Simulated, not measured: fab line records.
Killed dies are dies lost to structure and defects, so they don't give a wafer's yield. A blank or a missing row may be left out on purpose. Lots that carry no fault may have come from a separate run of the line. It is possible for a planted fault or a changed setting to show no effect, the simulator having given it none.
Which tool is to blame? || flow gf180mcu || 42 wafers from 14 lots sampled at 3 of the route's 602 steps

WHAT EACH GAUGE READ, for each wafer
GF_M5_CD_MEAS_07 targets a cd of 280 nm.
{"lot": "L131", "measured": "day 26 11:25", "on": "cd_sem-02", "cd_nm (nm)": "279.8 279.5 280.3"}
{"lot": "L136", "measured": "day 28 04:10", "on": "cd_sem-02", "cd_nm (nm)": "279.8 280.5 281.0"}
{"lot": "L138", "measured": "day 28 23:27", "on": "cd_sem-02", "cd_nm (nm)": "281.3 280.6 280.3"}
{"lot": "L139", "measured": "day 29 05:47", "on": "cd_sem-02", "cd_nm (nm)": "282.4 282.9 283.1"}
{"lot": "L140", "measured": "day 29 14:02", "on": "cd_sem-01", "cd_nm (nm)": "281.0 281.2 279.7"}
{"lot": "L141", "measured": "day 29 18:04", "on": "cd_sem-01", "cd_nm (nm)": "279.8 280.9 280.4"}
{"lot": "L142", "measured": "day 30 03:49", "on": "cd_sem-02", "cd_nm (nm)": "280.4 281.3 281.0"}
{"lot": "L143", "measured": "day 30 05:46", "on": "cd_sem-02", "cd_nm (nm)": "282.2 283.3 283.8"}
{"lot": "L144", "measured": "day 30 13:34", "on": "cd_sem-02", "cd_nm (nm)": "280.5 279.9 280.1"}
{"lot": "L145", "measured": "day 30 17:41", "on": "cd_sem-01", "cd_nm (nm)": "281.0 281.1 281.0"}
{"lot": "L146", "measured": "day 31 04:43", "on": "cd_sem-02", "cd_nm (nm)": "280.6 279.3 280.0"}
{"lot": "L149", "measured": "day 31 19:17", "on": "cd_sem-02", "cd_nm (nm)": "278.5 278.4 278.6"}
{"lot": "L151", "measured": "day 32 07:55", "on": "cd_sem-02", "cd_nm (nm)": "282.2 280.5 282.5"}
{"lot": "L152", "measured": "day 32 15:32", "on": "cd_sem-01", "cd_nm (nm)": "279.7 280.5 279.8"}

GF_V5_BOW_MEAS_05.
{"lot": "L131", "measured": "day 26 12:59", "on": "film_metro-02", "V5_BOW (um)": "128 142 128"}
{"lot": "L136", "measured": "day 28 05:40", "on": "film_metro-03", "V5_BOW (um)": "130 133 133"}
{"lot": "L138", "measured": "day 29 00:58", "on": "film_metro-02", "V5_BOW (um)": "147 156 142"}
{"lot": "L139", "measured": "day 29 07:19", "on": "film_metro-04", "V5_BOW (um)": "135 138 140"}
{"lot": "L140", "measured": "day 29 15:33", "on": "film_metro-02", "V5_BOW (um)": "133 145 124"}
{"lot": "L141", "measured": "day 29 19:35", "on": "film_metro-04", "V5_BOW (um)": "136 119 128"}
{"lot": "L142", "measured": "day 30 05:21", "on": "film_metro-02", "V5_BOW (um)": "146 136 141"}
{"lot": "L143", "measured": "day 30 07:15", "on": "film_metro-03", "V5_BOW (um)": "106 116 117"}
{"lot": "L144", "measured": "day 30 15:44", "on": "film_metro-04", "V5_BOW (um)": "143 150 157"}
{"lot": "L145", "measured": "day 30 19:25", "on": "film_metro-04", "V5_BOW (um)": "143 135 128"}
{"lot": "L146", "measured": "day 31 06:22", "on": "film_metro-02", "V5_BOW (um)": "134 142 150"}
{"lot": "L149", "measured": "day 31 20:54", "on": "film_metro-04", "V5_BOW (um)": "119 115 128"}
{"lot": "L151", "measured": "day 32 09:26", "on": "film_metro-03", "V5_BOW (um)": "136 130 136"}
{"lot": "L152", "measured": "day 32 16:57", "on": "film_metro-03", "V5_BOW (um)": "130 133 126"}

TOOL THAT RAN EACH LOT (tool first, then ch and the chambers of the sampled wafers, then the start)
{"lot": "L131", "GF_V4_STRIP_18": "plasma_asher-03 ch 0,1, day 24 14:37"}
{"lot": "L136", "GF_V4_STRIP_18": "plasma_asher-03 ch 0,1, day 26 09:31"}
{"lot": "L138", "GF_V4_STRIP_18": "plasma_asher-03 ch 0,1, day 27 05:23"}
{"lot": "L139", "GF_V4_STRIP_18": "plasma_asher-03 ch 0,1, day 27 13:23"}
{"lot": "L140", "GF_V4_STRIP_18": "plasma_asher-03 ch 0,1, day 27 21:26"}
{"lot": "L141", "GF_V4_STRIP_18": "plasma_asher-04 ch 0,1, day 28 01:43"}
{"lot": "L142", "GF_V4_STRIP_18": "plasma_asher-04 ch 0,1, day 28 11:25"}
{"lot": "L143", "GF_V4_STRIP_18": "plasma_asher-01 ch 0,1, day 28 14:22"}
{"lot": "L144", "GF_V4_STRIP_18": "plasma_asher-04 ch 0,1, day 28 22:40"}
{"lot": "L145", "GF_V4_STRIP_18": "plasma_asher-03 ch 0,1, day 29 01:46"}
{"lot": "L146", "GF_V4_STRIP_18": "plasma_asher-03 ch 0,1, day 29 14:41"}
{"lot": "L149", "GF_V4_STRIP_18": "plasma_asher-01 ch 0,1, day 30 05:49"}
{"lot": "L151", "GF_V4_STRIP_18": "plasma_asher-01 ch 0,1, day 30 19:13"}
{"lot": "L152", "GF_V4_STRIP_18": "plasma_asher-01 ch 0,1, day 31 03:47"}
- GF_V4_STRIP_18: strips in O2/N2.

AS READ BY THE TOOLS THEMSELVES (means over the sampled wafers that have a number; for cases with no such wafer, the mark the record gives instead)
GF_V4_STRIP_18.
{"lot": "L131", "tool": "plasma_asher-03", "drypump_motor_current_A (A)": 6.0, "heater_power_w (W)": 341, "o2_flow_sccm (sccm)": 3006, "oes_product_au (a.u.)": 0.591, "platen_temp_c (C)": 250.08}
{"lot": "L136", "tool": "plasma_asher-03", "drypump_motor_current_A (A)": 6.0, "heater_power_w (W)": 334, "o2_flow_sccm (sccm)": 2986, "oes_product_au (a.u.)": 0.593, "platen_temp_c (C)": 250.05}
{"lot": "L138", "tool": "plasma_asher-03", "drypump_motor_current_A (A)": 6.1, "heater_power_w (W)": 340, "o2_flow_sccm (sccm)": 3000, "oes_product_au (a.u.)": 0.593, "platen_temp_c (C)": 249.92}
{"lot": "L139", "tool": "plasma_asher-03", "drypump_motor_current_A (A)": 6.0, "heater_power_w (W)": 340, "o2_flow_sccm (sccm)": 2992, "oes_product_au (a.u.)": 0.592, "platen_temp_c (C)": 249.77}
{"lot": "L140", "tool": "plasma_asher-03", "drypump_motor_current_A (A)": 6.1, "heater_power_w (W)": 331, "o2_flow_sccm (sccm)": 2999, "oes_product_au (a.u.)": 0.590, "platen_temp_c (C)": 250.02}
{"lot": "L141", "tool": "plasma_asher-04", "drypump_motor_current_A (A)": 5.5, "heater_power_w (W)": 309, "o2_flow_sccm (sccm)": 3003, "oes_product_au (a.u.)": 0.593, "platen_temp_c (C)": 250.02}
{"lot": "L142", "tool": "plasma_asher-04", "drypump_motor_current_A (A)": 5.5, "heater_power_w (W)": 310, "o2_flow_sccm (sccm)": 3005, "oes_product_au (a.u.)": 0.598, "platen_temp_c (C)": 250.03}
{"lot": "L143", "tool": "plasma_asher-01", "drypump_motor_current_A (A)": 6.6, "heater_power_w (W)": 307, "o2_flow_sccm (sccm)": 3009, "oes_product_au (a.u.)": 0.594, "platen_temp_c (C)": 250.09}
{"lot": "L144", "tool": "plasma_asher-04", "drypump_motor_current_A (A)": 5.5, "heater_power_w (W)": 308, "o2_flow_sccm (sccm)": 2999, "oes_product_au (a.u.)": 0.590, "platen_temp_c (C)": 249.95}
{"lot": "L145", "tool": "plasma_asher-03", "drypump_motor_current_A (A)": 6.1, "heater_power_w (W)": 327, "o2_flow_sccm (sccm)": 2997, "oes_product_au (a.u.)": 0.589, "platen_temp_c (C)": 249.66}
{"lot": "L146", "tool": "plasma_asher-03", "drypump_motor_current_A (A)": 6.0, "heater_power_w (W)": 336, "o2_flow_sccm (sccm)": 2995, "oes_product_au (a.u.)": 0.590, "platen_temp_c (C)": 250.02}
{"lot": "L149", "tool": "plasma_asher-01", "drypump_motor_current_A (A)": 6.6, "heater_power_w (W)": 301, "o2_flow_sccm (sccm)": 3005, "oes_product_au (a.u.)": 0.595, "platen_temp_c (C)": 250.10}
{"lot": "L151", "tool": "plasma_asher-01", "drypump_motor_current_A (A)": 6.7, "heater_power_w (W)": 304, "o2_flow_sccm (sccm)": 2999, "oes_product_au (a.u.)": 0.588, "platen_temp_c (C)": 250.24}
{"lot": "L152", "tool": "plasma_asher-01", "drypump_motor_current_A (A)": 6.7, "heater_power_w (W)": 306, "o2_flow_sccm (sccm)": 2996, "oes_product_au (a.u.)": 0.583, "platen_temp_c (C)": 250.18}

THE ANSWER, worked out from the rows above alone
Rule: usual is defined by the lots themselves. Put in order of their means at a reading, lots are off if they are a third of the lots or fewer, leave a main group of 4 or more, and stand apart from it by a gap of 3 or more times the standard deviation of the main group's means; of several such gaps the widest counts. A main group is skipped when, at the precision printed for the reading in the tables above, its means are all equal. Also off: a lot with no number at a reading for which 4 or more lots have one. All remaining lots with rows at the step are treated as sound. Order of review: gauges by route order, followed by the tools' own readings, for which a lot's mean as printed above is used. At the first step where some lot is off, the reading lying furthest off is the one used; lots without a number count as furthest.
Across all readings shown, no lot is off: no conclusion can be drawn from this.

WHAT HAD BEEN PUT IN BY THE SIMULATOR
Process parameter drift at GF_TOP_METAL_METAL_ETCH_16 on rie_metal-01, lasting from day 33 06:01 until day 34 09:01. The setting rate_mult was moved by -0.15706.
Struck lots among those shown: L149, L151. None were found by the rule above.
